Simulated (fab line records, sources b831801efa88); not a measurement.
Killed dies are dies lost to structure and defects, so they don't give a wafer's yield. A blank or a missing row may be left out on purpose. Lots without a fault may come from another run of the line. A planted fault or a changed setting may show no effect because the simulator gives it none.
fab line records | flow sky130
record lots=6 wafers=18 last_day=50
route steps=708 shown NWELL@61 PAD_OPEN@708
lots that met no fault: from a run of the same line without faults
start_h: hours from the record's first day to the start of the lot's first wafer shown | wait_h: hours since the lot's step before | " the same as in the row above | L1.1+2: a row that stands for several wafers | - no value, or no start given | * or withheld: withheld | < > ~ a bound
route shown NAME@n: a module of which the file shows steps, and the number in the route of the first | usual: mean/standard deviation of fault-free wafers | same: alike in all rows | chamber/n: place in a boat | sites: the reading at each site | _std_site: their standard deviation | _edge_site: outer sites' mean less inner sites' | radius_mm: how far each site lies from the wafer's centre | mask NAME#n: copy n | behind: the tool/chamber that last shaped the wafer | hold: why the lot was held/for how many hours/how that ended | device: the transistor (n, p or np) that didn't switch | end of line: the same wafers' tests at the end of the route | a step without rows: its recipe alone | killed: dies lost to structure and defects at the first sort, not the wafer's yield | map: a wafer's dies, x killed, . not, _ none there
set.NAME: the setting as run; set.NAME@STEP: as run at that earlier step | model.NAME: the simulator's own value behind a step, which no gauge read
lots at some steps of the route; a table a step, a row a wafer
services: from which hour (start_h, from the record's first day; less than 0 if before it) a tool's chamber was out of use, for how many hours, and why
## steps
# step SKY_NWELL_PEB_08
# recipe temp_c=115 time_s=withheld
# step SKY_NWELL_DEVELOP_09
# recipe wall_angle_deg=90 developer=TMAH develop_time_s=60 dev_temp_c=23
# step SKY_NWELL_OVL_MEAS_10
# usual NWELL_00_OVL=0.0/1.5
# columns lot.wafer tool chamber start_h wait_h NWELL_00_OVL[nm]
L583.1 overlay-01 - 108.86 - -2.2
L583.3 " - " " -1.0
L583.4 " - " " -0.5
L588.3 overlay-01 - 139.71 - -1.5
L588.4 " - " " -0.6
L588.5 " - " " -0.8
L589.1 overlay-02 - 146.54 - -0.8
L589.2 " - " " 0.7
L589.4 " - " " 0.6
L591.1 overlay-02 - 156.96 - -0.6
L591.2 " - " " -0.6
L591.5 " - " " -0.3
L601.1 overlay-01 - 222.24 - 0.8
L601.2 " - " " 2.7
L601.5 " - " " 0.8
L602.2 overlay-02 - 225.12 - 2.7
L602.3 " - " " 1.2
L602.6 " - " " 3.5
# step SKY_NWELL_IMPLANT_11
# recipe species=P energy_kev=400 dose_cm2=1.9e+13 tilt_deg=withheld
# step SKY_NWELL_IMPLANT_12
# recipe species=P energy_kev=120 dose_cm2=1.3e+12 tilt_deg=withheld
# step SKY_NWELL_IMPLANT_13
# recipe species=P energy_kev=50 dose_cm2=7e+11 tilt_deg=withheld
# step SKY_NWELL_STRIP_14
# recipe chemistry=O2/N2 power_w=1400 pressure_mtorr=1500 platen_temp_c=withheld o2_flow_sccm=3000 n2_flow_sccm=300 overash_fraction=0.5
# usual drypump_motor_current_A=5.9/0.53 n2_flow_sccm=300.1/0.93 oes_product_au=0.722/0.0042 strip_time_to_endpoint_s=36.95/0.12
# columns lot.wafer tool chamber start_h wait_h drypump_motor_current_A n2_flow_sccm oes_product_au rf_hours_counter_h strip_time_to_endpoint_s
L583.1 plasma_asher-03 0 109.35 0.1 6.8 301.0 0.720 41 37.07
L583.3 " 1 " " 5.8 299.9 0.721 - 37.06
L583.4 " 0 " " 6.7 302.0 0.729 - 36.99
L588.3 plasma_asher-02 0 140.22 0.1 5.2 299.4 0.718 - 36.83
L588.4 " 1 " " 6.0 301.1 0.721 - 36.84
L588.5 " 1 " " 5.9 301.3 0.717 - 36.71
L589.1 plasma_asher-02 0 147.03 0.1 5.2 299.8 0.729 47 36.91
L589.2 " 1 " " 5.9 300.6 0.721 47 36.92
L589.4 " 1 " " 5.9 299.5 0.722 - 36.71
L591.1 plasma_asher-02 0 157.45 0.1 5.2 298.0 0.719 48 36.87
L591.2 " 1 " " 5.9 300.0 0.724 48 36.86
L591.5 " 0 " " 5.2 298.4 0.721 - 36.87
L601.1 plasma_asher-03 0 222.73 0.1 6.8 300.1 0.723 53 37.15
L601.2 " 1 " " 5.8 298.5 0.724 53 37.10
L601.5 " 1 " " 5.8 298.2 0.717 - 37.12
L602.2 plasma_asher-02 0 225.60 0.1 5.2 300.8 0.721 54 37.12
L602.3 " 1 " " 5.9 300.7 0.727 - 36.99
L602.6 " 0 " " 5.2 300.8 0.719 - 37.18
# step SKY_NWELL_TW_MEAS_15
# usual NWELL_TW=1821/13
# columns lot.wafer tool chamber start_h wait_h NWELL_TW
L583.1 film_metro-02 - 109.45 0.1 1811
L583.3 " - " " 1824
L583.4 " - " " 1821
L588.3 film_metro-01 - 140.31 0.1 1827
L588.4 " - " " 1809
L588.5 " - " " 1823
L589.1 film_metro-02 - 147.13 0.1 1837
L589.2 " - " " 1839
L589.4 " - " " 1834
L591.1 film_metro-02 - 157.55 0.1 1826
L591.2 " - " " 1824
L591.5 " - " " 1827
L601.1 film_metro-01 - 222.83 0.1 1841
L601.2 " - " " 1835
L601.5 " - " " 1836
L602.2 film_metro-01 - 225.71 0.1 1837
L602.3 " - " " 1828
L602.6 " - " " 1841
# step SKY_NWELL_DEHYDRATE_16
# recipe temp_c=200 time_s=60
# step SKY_NWELL_HMDS_17
# recipe prime_time_s=60 prime_temp_c=120
# step SKY_NWELL_COAT_18
# recipe spin_rpm=2036 resist_thk_nm=3000
# step SKY_NWELL_SOFTBAKE_19
# recipe temp_c=110 time_s=withheld
# step SKY_NWELL_EXPOSE_20
# recipe mask_id=NWM_COMPLEMENT na=0.6 source_shape=conventional sigma_outer=0.6 polarization=unpolarized target_cd_nm=840 dose_mj=260
# columns lot.wafer tool chamber start_h wait_h mask model.NWELL.overlay_x_nm
L583.1+3+4 iline_stepper-02 0 119.31 - NWM_COMPLEMENT#0 -0.6915
L588.3+4+5 iline_stepper-01 0 150.11 - NWM_COMPLEMENT#0 -1.565
L589.1+2+4 iline_stepper-02 0 157.07 - NWM_COMPLEMENT#0 172.5
L591.1+2+5 iline_stepper-02 0 167.87 - NWM_COMPLEMENT#0 175.4
L601.1+2+5 iline_stepper-01 0 234.60 - NWM_COMPLEMENT#0 -0.3396
L602.2+3+6 iline_stepper-01 0 237.68 - NWM_COMPLEMENT#0 1.833
# step SKY_NWELL_PEB_21
# recipe temp_c=115 time_s=withheld
# step SKY_NWELL_DEVELOP_22
# recipe wall_angle_deg=90 developer=TMAH develop_time_s=60 dev_temp_c=23
# step SKY_NWELL_OVL_MEAS_23
# usual NWELL_01_OVL=-1.2/1.5
# columns lot.wafer tool chamber start_h wait_h NWELL_01_OVL[nm]
L583.1 overlay-01 - 128.31 - -3.1
L583.3 " - " " -1.8
L583.4 " - " " -2.0
L588.3 overlay-02 - 159.85 - -3.2
L588.4 " - " " -1.8
L588.5 " - " " -1.5
L589.1 overlay-01 - 167.41 - 172.9
L589.2 " - " " 171.1
L589.4 " - " " 172.8
L591.1 overlay-01 - 178.46 - 173.2
L591.2 " - " " 172.7
L591.5 " - " " 172.4
L601.1 overlay-02 - 246.88 - -0.6
L601.2 " - " " -0.1
L601.5 " - " " -0.5
L602.2 overlay-01 - 249.47 - -1.0
L602.3 " - " " 0.6
L602.6 " - " " 0.0
# step SKY_NWELL_IMPLANT_24
# recipe species=B energy_kev=140 dose_cm2=9.2e+12 tilt_deg=withheld
# step SKY_PAD_OPEN_PROBE_99
# usual killed_at_M0_to_M3=43/6.5 killed_at_M4_up=3.2/1.9 killed_at_contacts=25/5.5 killed_at_front_end=14/4.2 killed_at_other=0.2/0.44 killed_dies=85/8.5 killed_open=47/7 killed_short=39/6.3
# same gross_dies=492 killed_at_back_side=0
# columns lot.wafer tool chamber start_h wait_h killed_at_M0_to_M3 killed_at_M4_up killed_at_contacts killed_at_front_end killed_at_other killed_dies killed_open killed_short model.etest.pfet_16v.r_on_ohm_um model.etest.nfet_16v.r_on_ohm_um model.etest.pfet_16v.drive_ua_um model.etest.nfet_16v.drive_ua_um model.etest.sram_pfet_latch.drive_ua_um model.etest.sram_pfet_latch.off_log10_a_um model.etest.sram_pfet_latch.vt_sat_v model.etest.sram_pfet_latch.vt_v
L583.1 prober-02 - 1109.34 0.1 34 7 22 12 1 76 44 32 1.501e+04 1.458e+04 249 223.7 143.7 -12.45 -0.7517 -0.886
L583.3 prober-02 - 1109.44 0.2 36 5 32 11 0 84 38 46 1.518e+04 1.449e+04 245.7 221.1 144.4 -12.55 -0.7697 -0.9012
L583.4 prober-02 - 1109.49 0.2 53 5 34 8 0 100 54 46 1.506e+04 1.447e+04 250.6 223.4 150.1 -12.24 -0.7439 -0.884
L588.3 prober-02 - 1137.04 0.2 30 7 18 16 0 71 36 35 1.555e+04 1.447e+04 236.9 213.8 141.1 -12.92 -0.7832 -0.9136
L588.4 prober-02 - 1137.09 0.2 49 3 22 10 0 84 48 36 1.55e+04 1.436e+04 240.3 215.7 144.7 -12.85 -0.7702 -0.898
L588.5 prober-02 - 1137.14 0.2 47 3 18 15 0 83 48 35 1.523e+04 1.437e+04 241.7 218.9 138.4 -13.12 -0.7827 -0.9014
L589.1 prober-02 - 1147.71 0.1 47 5 22 9 0 83 47 36 1.99e+04 1.701e+04 171.6 199.4 144.4 -12.53 -0.7549 -0.887
L589.2 prober-02 - 1147.76 0.1 50 1 27 7 0 85 51 34 1.992e+04 1.713e+04 173.7 200.7 155.1 -12.01 -0.7197 -0.8599
L589.4 prober-02 - 1147.86 0.2 50 2 15 8 0 75 39 36 1.963e+04 1.72e+04 175.2 199 148.8 -12.31 -0.7477 -0.8917
L591.1 prober-02 - 1164.77 0.1 37 7 27 17 0 88 43 45 1.857e+04 1.831e+04 187.1 192.3 143.1 -12.4 -0.7586 -0.9084
L591.2 prober-02 - 1164.82 0.1 60 2 26 18 0 106 70 36 1.886e+04 1.822e+04 183 191.9 143.3 -12.28 -0.7382 -0.8788
L591.5 prober-02 - 1164.97 0.2 51 3 24 18 1 97 45 52 1.892e+04 1.83e+04 185.1 191.4 145.7 -12.4 -0.7403 -0.8737
L601.1 prober-02 - 1205.75 0.1 40 1 23 10 0 74 43 31 1.481e+04 1.412e+04 248.6 221.9 141 -12.87 -0.7808 -0.9116
L601.2 prober-02 - 1205.80 0.1 44 2 30 13 0 89 35 54 1.523e+04 1.396e+04 248 224.3 139.1 -13.08 -0.7953 -0.9235
L601.5 prober-02 - 1205.95 0.2 35 5 37 21 1 99 49 50 1.488e+04 1.403e+04 245.8 219.1 145.9 -12.32 -0.7593 -0.8959
L602.2 prober-01 - 1206.29 0.1 46 2 25 15 0 88 48 40 1.499e+04 1.448e+04 242.7 219.8 144.7 -12.75 -0.7847 -0.9139
L602.3 prober-01 - 1206.34 0.2 36 4 25 9 0 74 40 34 1.502e+04 1.437e+04 242.8 216.9 142.8 -12.72 -0.7686 -0.8964
L602.6 prober-01 - 1206.49 0.2 39 3 28 22 0 92 52 40 1.524e+04 1.464e+04 239.7 216.5 137.7 -13.14 -0.8109 -0.9392
# killed by level:class
L583.1 LI_CONTACT:geometric_particle:open=7 VIA1:geometric_particle:open=7 CONTACT:geometric_particle:open=6 VIA3:geometric_particle:open=6 METAL4:geometric_particle:short=6 VIA2:geometric_particle:open=5 LI_CONTACT:geometric_particle:short=4 METAL2:geometric_particle:short=4
L583.3 LI_CONTACT:geometric_particle:open=11 METAL1:geometric_particle:short=8 CONTACT:geometric_particle:open=7 LOCAL_INTERCONNECT:geometric_particle:short=6 METAL2:geometric_particle:short=6 VIA3:geometric_particle:short=5 METAL4:geometric_particle:short=5 CONTACT:geometric_particle:short=4
L583.4 LI_CONTACT:geometric_particle:open=14 VIA2:geometric_particle:open=12 CONTACT:geometric_particle:open=8 VIA1:geometric_particle:open=8 METAL1:geometric_particle:short=7 LOCAL_INTERCONNECT:geometric_particle:short=6 VIA3:geometric_particle:short=6 METAL2:geometric_particle:short=5
L588.3 CONTACT:geometric_particle:open=7 METAL4:geometric_particle:short=5 LOCAL_INTERCONNECT:geometric_particle:short=5 VIA1:geometric_particle:open=5 FIELD_ISO:geometric_particle:open=4 METAL2:geometric_particle:short=4 METAL1:geometric_particle:short=4 VIA2:geometric_particle:open=4
L588.4 VIA1:geometric_particle:open=14 CONTACT:geometric_particle:open=9 METAL1:geometric_particle:short=9 LI_CONTACT:geometric_particle:open=8 VIA2:geometric_particle:open=7 VIA1:geometric_particle:short=5 METAL2:geometric_particle:short=5 FIELD_ISO:geometric_particle:short=4
L588.5 VIA1:geometric_particle:open=9 LI_CONTACT:geometric_particle:open=9 VIA3:geometric_particle:open=9 VIA1:geometric_particle:short=6 VIA2:geometric_particle:open=6 CONTACT:geometric_particle:short=5 METAL2:geometric_particle:short=5 FIELD_ISO:geometric_particle:open=4
L589.1 VIA1:geometric_particle:open=12 VIA2:geometric_particle:open=10 CONTACT:geometric_particle:open=9 VIA1:geometric_particle:short=5 LI_CONTACT:geometric_particle:open=5 VIA3:geometric_particle:short=5 CONTACT:geometric_particle:short=4 VIA2:geometric_particle:short=4
L589.2 CONTACT:geometric_particle:open=12 VIA1:geometric_particle:open=12 VIA2:geometric_particle:open=8 LI_CONTACT:geometric_particle:open=6 METAL1:geometric_particle:short=6 CONTACT:geometric_particle:short=5 VIA2:geometric_particle:short=5 METAL1:geometric_particle:open=4
L589.4 METAL2:geometric_particle:short=12 VIA2:geometric_particle:open=7 VIA3:geometric_particle:open=7 CONTACT:geometric_particle:open=6 VIA2:geometric_particle:short=5 FIELD_ISO:geometric_particle:open=4 LOCAL_INTERCONNECT:geometric_particle:short=4 VIA1:geometric_particle:short=4
L591.1 CONTACT:geometric_particle:open=10 METAL3:geometric_particle:short=8 LI_CONTACT:geometric_particle:open=7 VIA1:geometric_particle:open=7 FIELD_ISO:geometric_particle:short=5 METAL1:geometric_particle:short=5 VIA1:geometric_particle:short=5 FIELD_ISO:geometric_particle:open=4
L591.2 VIA1:geometric_particle:open=28 CONTACT:geometric_particle:open=12 VIA2:geometric_particle:open=10 VIA1:geometric_particle:short=8 LI_CONTACT:geometric_particle:open=7 POLY_GATE:geometric_particle:open=6 FIELD_ISO:geometric_particle:open=4 POLY_GATE:geometric_particle:short=4
L591.5 CONTACT:geometric_particle:open=13 VIA1:geometric_particle:open=13 VIA1:geometric_particle:short=8 METAL2:geometric_particle:short=8 METAL1:geometric_particle:short=7 POLY_GATE:geometric_particle:short=5 VIA3:geometric_particle:open=4 LOCAL_INTERCONNECT:geometric_particle:short=4
L601.1 CONTACT:geometric_particle:open=9 VIA2:geometric_particle:open=8 METAL1:geometric_particle:short=8 VIA1:geometric_particle:open=8 CONTACT:geometric_particle:short=6 VIA3:geometric_particle:open=5 POLY_GATE:geometric_particle:open=3 LI_CONTACT:geometric_particle:open=3
L601.2 METAL1:geometric_particle:short=14 CONTACT:geometric_particle:open=12 METAL2:geometric_particle:short=7 VIA1:geometric_particle:open=7 LI_CONTACT:geometric_particle:short=5 CONTACT:geometric_particle:short=5 FIELD_ISO:geometric_particle:short=4 FIELD_ISO:geometric_particle:open=4
L601.5 CONTACT:geometric_particle:open=19 VIA1:geometric_particle:open=8 VIA1:geometric_particle:short=7 POLY_GATE:geometric_particle:short=6 FIELD_ISO:geometric_particle:short=5 LI_CONTACT:geometric_particle:short=5 LI_CONTACT:geometric_particle:open=5 LOCAL_INTERCONNECT:geometric_particle:short=5
L602.2 VIA1:geometric_particle:open=13 CONTACT:geometric_particle:open=10 METAL1:geometric_particle:short=8 VIA2:geometric_particle:open=8 LI_CONTACT:geometric_particle:open=6 METAL2:geometric_particle:short=4 VIA3:geometric_particle:short=4 POLY_GATE:geometric_particle:short=3
L602.3 CONTACT:geometric_particle:open=10 VIA1:geometric_particle:open=10 LI_CONTACT:geometric_particle:open=5 LOCAL_INTERCONNECT:geometric_particle:short=4 METAL4:geometric_particle:short=4 CONTACT:geometric_particle:short=4 METAL1:geometric_particle:short=4 VIA2:geometric_particle:short=4
L602.6 VIA1:geometric_particle:open=10 FIELD_ISO:geometric_particle:open=9 LI_CONTACT:geometric_particle:open=7 VIA2:geometric_particle:open=7 VIA3:geometric_particle:open=7 CONTACT:geometric_particle:short=6 CONTACT:geometric_particle:open=6 METAL2:geometric_particle:short=6
## services
# columns tool chamber start_h hours kind
iline_stepper-01 - 87.64 6.1 repair
iline_stepper-01 - 88.94 7.2 repair
iline_stepper-01 - 123.85 1.7 pm
plasma_asher-02 - 179.54 0.7 repair
plasma_asher-02 - 187.27 2.8 pm
iline_stepper-02 - 198.20 10.0 repair
iline_stepper-02 - 211.77 2.1 pm
iline_stepper-02 - 213.85 - consumable_replace:lamp
## key
first_sign step=SKY_NWELL_OVL_MEAS_23 reading=NWELL_01_OVL direction=up sigmas=99+ usual=-1.2 struck=172.5
effect none on later readings
model_effect step=SKY_NWELL_EXPOSE_20 value=NWELL.overlay_x_nm without=0.02705 struck=174
model_effect step=SKY_PAD_OPEN_PROBE_99 value=etest.pfet_16v.r_on_ohm_um without=1.517e+04 struck=1.93e+04
met_at SKY_NWELL_EXPOSE_20
struck_wafers L589.1,L589.2,L589.4,L591.1,L591.2,L591.5
tester_left_out L589,L591
onset_between 119.31 157.07
fault kind=scanner_matching_overlay tool=iline_stepper-02 chamber=- onset_h=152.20 steps=SKY_NWELL_EXPOSE_20 offset=173.93
# tester_left_out: of these lots the tester's yield and bins aren't shown, on N5 and GAA mostly nor the transistor test; their killed dies are dies lost to structure and defects alone, not to doping, threshold or leakage, so they don't give the yield
